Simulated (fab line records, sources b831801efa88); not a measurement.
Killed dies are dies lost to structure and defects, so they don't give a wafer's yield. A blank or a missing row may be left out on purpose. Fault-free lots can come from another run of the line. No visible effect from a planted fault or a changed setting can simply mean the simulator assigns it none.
fab line records | flow gf180mcu
[record] lots = 12 wafers = 36 last-day = 34
route steps=602 shown STI@5 VT_IMPLANT@99 HV_LDD@207
lots that met no fault: taken from a fault-free run of the same line
start-h: hours from the record's opening day to when the first of the lot's shown wafers began | wait-h: hours from the lot's prior step to this one | " as in the row above | L1.1+2: one row covering several wafers at once | - no value, or no start was given | * or withheld: withheld | < > ~ a bound
route shown NAME@n: NAME is a module with steps in the file, n the number in the route of the first one | usual: average and standard deviation across the fault-free wafers | same: alike in all rows | chamber/n: place in a boat | sites: each site's reading | _std_site: standard deviation across them | _edge_site: the outer-site mean with the inner-site mean subtracted | radius-mm: how far each site lies from the wafer's centre | mask NAME#n: copy n | behind: the tool/chamber that last shaped the wafer | hold: cause of the lot's hold/its duration in hours/its outcome | device: the n, p or np transistor that did not switch | end of line: the tests these same wafers got at the end of their route | for a step that has no rows: nothing shown but its recipe | killed: the dies lost at the first sort to structure and to defects; this is not the yield of the wafer | map: a wafer's dies, marking killed ones x, the rest . and places with no die _
set.NAME: the setting that was run; set.NAME@STEP: the one run at that earlier step | model.NAME: the simulator's own value behind a step, which no gauge read
steps of the route over a sample of lots; a table a step, a row a wafer
services: a tool's chamber out of use, with start hour (start-h, from the record's first day; less than 0 if before it), hours out, and reason
[[steps]]
[step GF_STI_THK_MEAS_04]
[recipe] reads = Si3N4_of_STI_CVD_03
[usual] STI_CVD_03_THK = 207.7/1.7
// columns lot.wafer tool chamber start-h wait-h STI_CVD_03_THK[nm]
L410.3 film-metro-02 - 23.78 0.0 206.6
L410.4 " - " " 205.4
L410.5 " - " " 206.2
L412.2 film-metro-04 - 33.57 0.0 206.2
L412.5 " - " " 204.5
L412.6 " - " " 206.4
L413.1 film-metro-04 - 39.92 0.0 210.3
L413.3 " - " " 209.4
L413.4 " - " " 210.3
L414.1 film-metro-02 - 44.62 0.0 208.4
L414.3 " - " " 209.8
L414.4 " - " " 209.6
L415.1 film-metro-04 - 48.56 0.0 209.2
L415.3 " - " " 207.9
L415.6 " - " " 206.1
L416.3 film-metro-04 - 54.57 0.0 207.7
L416.4 " - " " 206.3
L416.5 " - " " 206.9
L422.1 film-metro-02 - 83.56 0.0 205.8
L422.3 " - " " 207.3
L422.5 " - " " 206.7
L424.1 film-metro-04 - 93.98 0.0 206.0
L424.4 " - " " 208.8
L424.6 " - " " 208.4
L425.1 film-metro-04 - 98.65 0.0 205.6
L425.2 " - " " 205.5
L425.4 " - " " 205.5
L429.1 film-metro-01 - 118.56 0.0 207.8
L429.2 " - " " 208.9
L429.3 " - " " 208.1
L430.1 film-metro-04 - 123.56 0.0 206.4
L430.2 " - " " 206.7
L430.3 " - " " 207.2
L431.1 film-metro-02 - 128.56 0.0 206.4
L431.4 " - " " 205.3
L431.6 " - " " 206.8
[step GF_VT_IMPLANT_STRIP_09]
[recipe] chemistry = O2/N2 power-w = 1400 pressure-mtorr = 1500 platen-temp-c = 250 o2-flow-sccm = 3000 n2-flow-sccm = 300 overash-fraction = 0.5
[usual] chamber-pressure-mTorr = 1500.1/1.4 drypump-motor-current-A = 5.6/0.38 heater-power-w = 345/52 oes-product-au = 0.716/0.004 strip-time-to-endpoint-s = 12.64/0.043
// columns lot.wafer tool chamber start-h wait-h chamber-pressure-mTorr drypump-motor-current-A heater-power-w oes-product-au rf-hours-counter-h strip-time-to-endpoint-s
L410.3 plasma-asher-01 1 125.35 0.1 1503.2 5.3 271 0.719 - 12.71
L410.4 " 0 " " 1500.7 6.2 382 0.711 - 12.67
L410.5 " 0 " " 1500.3 6.2 374 0.712 - 12.71
L412.2 plasma-asher-02 1 136.30 0.1 - - - - - -
L412.5 " 1 " " - - - - - -
L412.6 " 0 " " - - - - - -
L413.1 plasma-asher-01 1 147.02 0.1 - - - - - -
L413.3 " 0 " " - - - - - -
L413.4 " 1 " " - - - - - -
L415.1 plasma-asher-01 0 158.00 0.1 1500.6 6.2 378 0.725 52 12.65
L415.3 " 1 " " 1497.8 5.3 271 0.713 - 12.59
L415.6 " 1 " " 1500.9 5.3 268 0.721 - 12.61
L414.1 plasma-asher-01 1 158.32 0.1 1500.2 5.3 272 0.717 52 12.74
L414.3 " 1 " " 1503.2 5.3 272 0.714 - 12.66
L414.4 " 0 " " 1499.4 6.2 384 0.719 - 12.69
L416.3 plasma-asher-04 1 161.57 0.1 1503.2 5.7 303 0.721 - 12.60
L416.4 " 0 " " 1500.5 5.7 328 0.715 - 12.59
L416.5 " 0 " " 1499.0 5.7 325 0.717 - 12.64
L422.1 plasma-asher-04 1 198.97 0.1 1499.3 5.7 299 0.723 44 12.60
L422.3 " 0 " " 1501.3 5.6 324 0.717 - 12.64
L422.5 " 1 " " 1500.6 5.7 303 0.719 - 12.64
L424.1 plasma-asher-01 0 211.69 0.1 1500.3 6.2 377 0.715 58 12.63
L424.4 " 1 " " 1500.7 5.3 272 0.723 - 12.60
L424.6 " 0 " " 1500.7 6.2 381 0.712 - 12.57
L425.1 plasma-asher-04 1 218.95 0.1 1498.2 5.6 306 0.717 46 12.67
L425.2 " 0 " " 1500.3 5.6 325 0.713 46 12.60
L425.4 " 0 " " 1498.8 5.6 326 0.720 - 12.60
L429.1 plasma-asher-02 0 241.49 0.1 1500.1 5.0 387 0.721 65 12.57
L429.2 " 1 " " 1501.4 5.8 410 0.715 65 12.53
L429.3 " 0 " " 1499.3 5.0 394 0.716 - 12.59
L430.1 plasma-asher-01 1 249.12 0.1 1499.6 5.3 276 0.717 62 12.64
L430.2 " 0 " " 1497.1 6.2 370 0.711 62 12.66
L430.3 " 1 " " 1503.5 5.3 270 0.724 - 12.65
L431.1 plasma-asher-02 1 254.60 0.1 1497.0 5.8 417 0.714 66 12.67
L431.4 " 0 " " 1502.6 5.0 380 0.711 - 12.68
L431.6 " 0 " " 1501.1 5.0 379 0.714 - 12.67
[step GF_VT_IMPLANT_STRIP_20]
[recipe] chemistry = O2/N2 power-w = 1400 pressure-mtorr = 1500 platen-temp-c = 250 o2-flow-sccm = 3000 n2-flow-sccm = 300 overash-fraction = 0.5
[usual] chamber-pressure-mTorr = 1500.0/1.4 drypump-motor-current-A = 5.6/0.36 heater-power-w = 334/48 oes-product-au = 0.716/0.0042 strip-time-to-endpoint-s = 12.64/0.044
// columns lot.wafer tool chamber start-h wait-h chamber-pressure-mTorr drypump-motor-current-A heater-power-w oes-product-au rf-hours-counter-h strip-time-to-endpoint-s
L410.3 plasma-asher-01 0 140.63 0.1 1501.3 6.2 379 0.717 - 12.62
L410.4 " 1 " " 1498.6 5.3 272 0.714 - 12.61
L410.5 " 0 " " 1499.5 6.2 376 0.713 - 12.63
L412.2 plasma-asher-01 1 152.15 0.1 1502.7 5.3 272 0.718 51 27.61
L412.5 " 0 " " 1500.5 6.2 382 0.723 - 27.66
L412.6 " 1 " " 1500.5 5.3 270 0.713 - 27.62
L413.1 plasma-asher-01 1 163.52 0.1 1499.1 5.3 268 0.717 53 27.54
L413.3 " 0 " " 1500.7 6.2 381 0.719 - 27.66
L413.4 " 1 " " 1497.7 5.3 268 0.718 - 27.61
L415.1 plasma-asher-02 1 174.97 0.1 1500.7 5.8 424 0.719 58 12.61
L415.3 " 1 " " 1502.5 5.8 423 0.716 - 12.60
L415.6 " 0 " " 1501.7 5.0 390 0.726 - 12.61
L414.1 plasma-asher-04 0 175.44 0.1 1500.8 5.6 323 0.709 41 12.62
L414.3 " 0 " " 1499.9 5.6 320 0.710 - 12.60
L414.4 " 1 " " 1499.0 5.7 299 0.724 - 12.63
L416.3 plasma-asher-02 1 178.27 0.1 1498.6 5.8 416 0.721 - 12.69
L416.4 " 0 " " 1501.4 5.0 376 0.715 - 12.65
L416.5 " 0 " " 1499.5 5.0 383 0.712 - 12.66
L422.1 plasma-asher-04 1 216.35 0.1 1499.1 5.7 301 0.711 46 12.71
L422.3 " 1 " " 1500.6 5.6 294 0.714 - 12.66
L422.5 " 0 " " 1499.5 5.7 319 0.719 - 12.69
L424.1 plasma-asher-04 0 229.44 0.1 1502.8 5.6 326 0.718 47 12.70
L424.4 " 1 " " 1500.6 5.7 309 0.718 - 12.70
L424.6 " 1 " " 1500.4 5.7 298 0.715 - 12.64
L425.1 plasma-asher-01 1 237.85 0.1 1498.4 5.3 272 0.726 61 12.66
L425.2 " 0 " " 1499.0 6.2 377 0.712 61 12.68
L425.4 " 1 " " 1498.6 5.3 272 0.718 - 12.69
L429.1 plasma-asher-01 1 260.30 0.1 1501.0 5.3 274 0.723 64 12.64
L429.2 " 0 " " 1499.0 6.2 380 0.712 64 12.65
L429.3 " 0 " " 1500.9 6.2 393 0.718 - 12.61
L430.1 plasma-asher-04 0 266.80 0.1 1502.3 5.6 325 0.714 51 12.67
L430.2 " 1 " " 1499.0 5.6 301 0.711 51 12.62
L430.3 " 1 " " 1501.0 5.6 297 0.718 - 12.67
L431.1 plasma-asher-01 0 273.57 0.1 1498.6 6.2 383 0.716 65 12.57
L431.4 " 0 " " 1499.3 6.2 382 0.715 - 12.58
L431.6 " 1 " " 1499.7 5.3 267 0.711 - 12.59
[step GF_VT_IMPLANT_TW_MEAS_21]
[usual] VT_IMPLANT_2_TW = 1214/10
// columns lot.wafer tool chamber start-h wait-h hold VT_IMPLANT_2_TW
L410.3 film-metro-02 - 140.72 0.1 - 1200
L410.4 " - " " - 1198
L410.5 " - " " - 1203
L412.2 film-metro-03 - 152.26 0.1 await-dispo/0.2h/release 30
L412.5 " - " " await-dispo/0.2h/release 30
L412.6 " - " " await-dispo/0.2h/release 30
L412.2 film-metro-03 - 152.49 0.2 - 30
L412.5 " - " " - 30
L412.6 " - " " - 30
L413.1 film-metro-02 - 163.62 0.1 await-dispo/0.2h/release 30
L413.3 " - " " await-dispo/0.2h/release 30
L413.4 " - " " await-dispo/0.2h/release 30
L413.1 film-metro-02 - 163.96 0.3 - 29
L413.3 " - " " - 30
L413.4 " - " " - 30
L415.1 film-metro-03 - 175.07 0.1 - 1217
L415.3 " - " " - 1213
L415.6 " - " " - 1218
L414.1 film-metro-03 - 175.54 0.1 - 1218
L414.3 " - " " - 1211
L414.4 " - " " - 1213
L416.3 film-metro-03 - 178.36 0.1 - 1216
L416.4 " - " " - 1224
L416.5 " - " " - 1220
L422.1 film-metro-04 - 216.45 0.1 - 1213
L422.3 " - " " - 1217
L422.5 " - " " - 1221
L424.1 film-metro-04 - 229.54 0.1 - 1221
L424.4 " - " " - 1222
L424.6 " - " " - 1215
L425.1 film-metro-03 - 237.95 0.1 - 1220
L425.2 " - " " - 1218
L425.4 " - " " - 1219
L429.1 film-metro-03 - 260.40 0.1 - 1215
L429.2 " - " " - 1215
L429.3 " - " " - 1213
L430.1 film-metro-03 - 266.90 0.1 - 1215
L430.2 " - " " - 1216
L430.3 " - " " - 1213
L431.1 film-metro-03 - 273.67 0.1 - 1217
L431.4 " - " " - 1218
L431.6 " - " " - 1211
[step GF_HV_LDD_CD_MEAS_31]
[recipe] target-cd-nm = 400
[usual] cd-nm = 399.4/2.9
// columns lot.wafer tool chamber start-h wait-h cd-nm
L410.3 cd-sem-02 - 273.65 0.1 399.7
L410.4 " - " " 399.2
L410.5 " - " " 399.9
L414.1 cd-sem-01 - 317.96 0.1 400.4
L414.3 " - " " 399.5
L414.4 " - " " 399.3
L415.1 cd-sem-01 - 318.69 0.1 397.6
L415.3 " - " " 398.1
L415.6 " - " " 397.3
L416.3 cd-sem-01 - 319.04 0.1 402.2
L416.4 " - " " 400.9
L416.5 " - " " 400.4
L422.1 cd-sem-01 - 369.69 0.1 398.4
L422.3 " - " " 400.6
L422.5 " - " " 399.0
L424.1 cd-sem-01 - 384.70 0.1 402.7
L424.4 " - " " 402.3
L424.6 " - " " 399.0
L425.1 cd-sem-01 - 391.41 0.1 398.0
L425.2 " - " " 397.3
L425.4 " - " " 398.0
L429.1 cd-sem-02 - 423.65 0.1 406.1
L429.2 " - " " 405.5
L429.3 " - " " 403.3
L430.1 cd-sem-01 - 431.84 0.1 392.9
L430.2 " - " " 393.8
L430.3 " - " " 393.5
L431.1 cd-sem-01 - 437.01 0.1 394.5
L431.4 " - " " 397.5
L431.6 " - " " 395.6
[step GF_HV_LDD_THK_MEAS_55]
[recipe] reads = SiO2_of_HV_LDD_CVD_54
[usual] HV_LDD_CVD_54_THK = 10.01/0.14
// columns lot.wafer tool chamber start-h wait-h HV_LDD_CVD_54_THK[nm]
L410.3 film-metro-01 - 296.66 0.0 10.05
L410.4 " - " " 10.00
L410.5 " - " " 10.13
L414.1 film-metro-04 - 342.26 0.0 9.95
L414.3 " - " " 9.88
L414.4 " - " " 10.00
L415.1 film-metro-04 - 343.28 0.0 10.18
L415.3 " - " " 10.04
L415.6 " - " " 10.16
L416.3 film-metro-01 - 345.17 0.0 9.83
L416.4 " - " " 9.88
L416.5 " - " " 9.90
L422.1 film-metro-03 - 395.26 0.0 10.23
L422.3 " - " " 10.13
L422.5 " - " " 10.13
L424.1 film-metro-01 - 409.31 0.0 10.11
L424.4 " - " " 9.87
L424.6 " - " " 10.08
L425.1 film-metro-04 - 416.41 0.0 9.96
L425.2 " - " " 10.13
L425.4 " - " " 10.11
L429.1 film-metro-03 - 450.47 0.0 10.25
L429.2 " - " " 10.17
L429.3 " - " " 10.19
L430.1 film-metro-04 - 458.84 0.0 9.76
L430.2 " - " " 9.82
L430.3 " - " " 9.86
L431.1 film-metro-04 - 463.91 0.0 10.30
L431.4 " - " " 10.20
L431.6 " - " " 10.15
[[services]]
// columns tool chamber start-h hours kind
plasma-asher-02 - 132.22 1.2 repair
plasma-asher-02 - 155.52 14.6 pm
plasma-asher-04 - 164.07 2.4 repair
[[key]]
[first-sign] step = GF_VT_IMPLANT_STRIP_09 reading = tool-record direction = missing
[effect] step = GF_VT_IMPLANT_STRIP_20 reading = strip-time-to-endpoint-s direction = up sigmas = 99+ usual = * struck = *
[effect] step = GF_VT_IMPLANT_TW_MEAS_21 reading = visit direction = added
[effect] step = GF_VT_IMPLANT_TW_MEAS_21 reading = VT_IMPLANT_2_TW direction = down sigmas = 99+ usual = 1214 struck = 30
met-at GF_VT_IMPLANT_STRIP_09
struck-lots L412,L413
scrapped-behind GF_VT_IMPLANT_TW_MEAS_21 L412.2,L412.5,L412.6,L413.1,L413.3,L413.4
not-acting-at GF_STI_THK_MEAS_04,GF_HV_LDD_CD_MEAS_31,GF_HV_LDD_THK_MEAS_55
onset-between 125.35 136.30
[fault] kind = skipped-step-whole tool = plasma-asher-01,plasma-asher-02 chamber = - onset-h = 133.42 steps = GF_VT_IMPLANT_STRIP_09 scope = struck-lots-only
